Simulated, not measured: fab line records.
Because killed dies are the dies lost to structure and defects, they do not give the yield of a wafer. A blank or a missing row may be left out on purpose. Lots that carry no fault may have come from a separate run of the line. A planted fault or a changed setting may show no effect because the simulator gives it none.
Which tool was responsible? -- flow gf180mcu -- Sampling: 15 lots, 45 wafers, 3 of 602 route steps

## WHAT THE GAUGES SHOWED, per wafer
GF_SAB_CD_MEAS_09: target cd 420 nm. Usual: cd_nm at 419.5 nm, with a standard deviation of 2.1.
lot,measured,on,cd_nm (nm),flag
L945,day 15 16:19,cd_sem-02,416.9 419.4 419.8,
L947,day 16 08:58,cd_sem-01,422.5 422.7 424.6,
L948,day 16 22:59,cd_sem-01,420.6 419.9 420.9,
L951,day 18 02:34,cd_sem-02,418.1 415.5 418.8,
L952,day 18 02:47,cd_sem-01,423.7 422.5 421.9,
L953,day 18 20:01,cd_sem-02,415.1 416.0 415.2,
L955,day 19 14:22,cd_sem-01,418.6 418.2 419.4,
L957,day 20 03:23,cd_sem-01,421.6 421.7 421.9,
L959,day 20 16:01,cd_sem-01,420.7 419.2 421.7,
L961,day 21 05:05,cd_sem-01,421.3 418.9 420.6,
L962,day 21 16:25,cd_sem-02,417.4 419.4 417.9,
L964,day 22 09:34,cd_sem-02,420.1 421.7 421.8,
L965,day 22 14:34,cd_sem-01,419.4 420.7 420.3,
L967,day 23 13:49,cd_sem-01,419.3 416.2 417.3,
L966,day 23 10:34,cd_sem-02,417.6 418.2 416.9,

## WHAT TOOL EACH LOT RAN ON (gives the tool, then ch and the chambers of the sampled wafers, and finally the start)
lot,GF_MVSD_EXPOSE_04,GF_PSD_RTA_13
L945,"iline_stepper-01 ch 0, day 4 12:47","rtp_anneal-02 ch 0, day 14 19:29"
L947,"iline_stepper-01 ch 0, day 4 22:11","rtp_anneal-02 ch 0, day 15 10:01"
L948,"iline_stepper-01 ch 0, day 5 04:24","rtp_anneal-01 ch 0, day 16 00:25"
L951,"iline_stepper-01, day 5 20:59","rtp_anneal-02 ch 0, day 17 02:56"
L952,"iline_stepper-01, day 6 02:28","rtp_anneal-01 ch 0, day 17 03:16"
L953,"iline_stepper-02, day 6 09:10","rtp_anneal-01 ch 0, day 17 19:44"
L955,"iline_stepper-02 ch 0, day 6 20:02","rtp_anneal-02 ch 0, day 18 14:05"
L957,"iline_stepper-02 ch 0, day 7 07:01","rtp_anneal-02 ch 0, day 19 03:23"
L959,"iline_stepper-02 ch 0, day 7 16:51","rtp_anneal-02 ch 0, day 19 15:45"
L961,"iline_stepper-02 ch 0, day 8 06:30","rtp_anneal-01 ch 0, day 20 04:42"
L962,"iline_stepper-01 ch 0, day 8 12:36","rtp_anneal-02 ch 0, day 20 16:20"
L964,"iline_stepper-02 ch 0, day 8 21:29","rtp_anneal-01 ch 0, day 21 10:17"
L965,"iline_stepper-02 ch 0, day 9 03:40","rtp_anneal-02 ch 0, day 21 15:30"
L967,"iline_stepper-02 ch 0, day 9 16:19","rtp_anneal-02 ch 0, day 22 14:14"
L966,"iline_stepper-02 ch 0, day 9 17:02","rtp_anneal-02 ch 0, day 22 11:23"
- GF_MVSD_EXPOSE_04: exposes mask MVSD, target cd 1000 nm.
- GF_PSD_RTA_13: time 20 s.

## AS READ BY THE TOOLS THEMSELVES (means over the sampled wafers that have a number; for cases with no such wafer, the mark the record gives instead)
GF_MVSD_EXPOSE_04. Usual: exposure_dose_mJ_cm2 259.98, standard deviation 0.23; focus_offset_nm 0.0 nm, standard deviation 0.53; reticle_temp_C 23.00 C, standard deviation 0.099.
lot,tool,exposure_dose_mJ_cm2,focus_offset_nm (nm),reticle_temp_C (C),flag
L945,iline_stepper-01,259.87,-0.7,23.14,
L947,iline_stepper-01,259.94,0.2,22.90,
L948,iline_stepper-01,259.87,0.6,22.98,
L951,iline_stepper-01,-,-,-,OFF
L952,iline_stepper-01,-,-,-,OFF
L953,iline_stepper-02,-,-,-,OFF
L955,iline_stepper-02,260.28,-0.4,22.87,
L957,iline_stepper-02,260.06,-0.1,23.20,
L959,iline_stepper-02,259.96,0.1,23.09,
L961,iline_stepper-02,259.59,-0.8,22.90,
L962,iline_stepper-01,260.03,0.6,22.88,
L964,iline_stepper-02,259.81,0.1,23.05,
L965,iline_stepper-02,259.79,-0.2,22.98,
L967,iline_stepper-02,260.01,-0.5,23.03,
L966,iline_stepper-02,259.97,0.5,22.93,

GF_PSD_RTA_13. Usual: lamp_power_pct 36.9 %, standard deviation 1.4; wafer_temp_C_max 1032.8, standard deviation 1.5.
lot,tool,lamp_power_pct (%),wafer_temp_C_max,flag
L945,rtp_anneal-02,38.1,1032.6,
L947,rtp_anneal-02,38.1,1031.7,
L948,rtp_anneal-01,35.2,1031.5,
L951,rtp_anneal-02,38.1,1032.2,
L952,rtp_anneal-01,35.2,1032.7,
L953,rtp_anneal-01,35.2,1033.1,
L955,rtp_anneal-02,38.1,1033.1,
L957,rtp_anneal-02,38.1,1033.0,
L959,rtp_anneal-02,38.1,1033.3,
L961,rtp_anneal-01,35.2,1033.2,
L962,rtp_anneal-02,38.1,1034.1,
L964,rtp_anneal-01,35.3,1033.5,
L965,rtp_anneal-02,38.1,1031.7,
L967,rtp_anneal-02,38.1,1033.0,
L966,rtp_anneal-02,38.1,1031.9,

## THE ANSWER, worked out from the rows above alone
Rule: a lot counts as off when the mean over its wafers that have a number is more than 3 standard deviations away from the usual mean. A lot without any number at a reading at which 4 lots or more have one is off too. The other lots that the step has rows for count as sound. After the gauges, taken in route order, come the tools' own readings; for these a lot's mean is taken, as printed above. The first step at which some lot is off is used, and at that step the reading that is off furthest; a lot without a number counts as furthest.
Off at GF_MVSD_EXPOSE_04 (exposure_dose_mJ_cm2): L951, L952, L953. Without a number there: L951, L952, L953.
If a tool, at that step or one of the process steps before it, ran each lot that is off and ran no sound lot following the first of them, it fits. Not one of the candidates tried fits.

## WHAT THE SIMULATOR HAD INSERTED
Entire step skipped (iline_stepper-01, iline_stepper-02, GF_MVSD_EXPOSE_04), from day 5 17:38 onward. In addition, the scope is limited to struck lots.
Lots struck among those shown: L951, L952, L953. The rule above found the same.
